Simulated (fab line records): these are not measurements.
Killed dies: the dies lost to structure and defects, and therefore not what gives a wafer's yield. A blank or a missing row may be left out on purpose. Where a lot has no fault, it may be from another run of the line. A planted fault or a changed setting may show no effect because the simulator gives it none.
2 desks, one fault + flow sky130 + every desk sees just its own numbers, and what lay behind them comes last

## METROLOGY DESK
Means of the sampled wafers that have a number, per lot and without regard to the tool the lot ran on: this is what the gauges read. A lot is out of limits, marked OUT, if its mean lies more than 4 standard deviations from the usual mean; the brackets give that distance.
Columns: A = CAP2M_OVL at SKY_CAP2M_OVL_MEAS_12, usual 0.1 nm
| lot  | first seen here | A    |
|------|-----------------|------|
| L826 | day 40 17:58    | 0.3  |
| L828 | day 41 12:05    | -1.5 |
| L829 | day 41 21:56    | -1.1 |
| L832 | day 42 18:29    | -0.4 |
| L840 | day 45 06:28    | 0.1  |
| L842 | day 45 10:08    | 0.6  |
| L841 | day 45 12:41    | -0.5 |
| L844 | day 46 00:05    | -1.1 |
| L847 | day 46 13:17    | 0.8  |
| L846 | day 46 17:45    | 1.1  |
| L849 | day 46 22:23    | 1.2  |
| L848 | day 47 00:15    | -0.1 |
This desk found nothing out of limits on any of the 12 lots.

## TOOL OWNER'S DESK, wet-bench-03
The tool's own readings at SKY_METAL5_STRIP_17 (strips in post etch residue remover, time 1200 s): means of the sampled wafers that have a number, for each lot that ran on this tool. A lot is out of limits, marked OUT, if its mean lies more than 4 standard deviations from the usual mean; the brackets give that distance.
Columns: A = bath-guard-temp-C at SKY_METAL5_STRIP_17, usual 72.3 C; B = bath-heat-duty-pct at SKY_METAL5_STRIP_17, usual 14.6 %; C = temp-c at SKY_METAL5_STRIP_17, usual 72.47 C
| lot  | first seen here | A    | B    | C     |
|------|-----------------|------|------|-------|
| L826 | day 43 19:14    | 73.3 | 16.3 | 72.52 |
| L828 | day 44 12:57    | 72.3 | 13.3 | 72.39 |
| L842 | day 48 01:39    | 72.6 | 14.2 | 72.61 |
| L844 | day 48 14:35    | 72.8 | 14.2 | 72.46 |
| L846 | day 49 06:29    | 71.6 | 17.5 | 72.46 |
| L849 | day 49 11:34    | 72.1 | 14.0 | 72.55 |
This desk found nothing out of limits on any of the 6 lots.

## BROUGHT TOGETHER
The metrology desk saw nothing out of limits.
Nothing out of limits was seen by the tool owner's desk.

## WHAT THE SIMULATOR HAD INSERTED
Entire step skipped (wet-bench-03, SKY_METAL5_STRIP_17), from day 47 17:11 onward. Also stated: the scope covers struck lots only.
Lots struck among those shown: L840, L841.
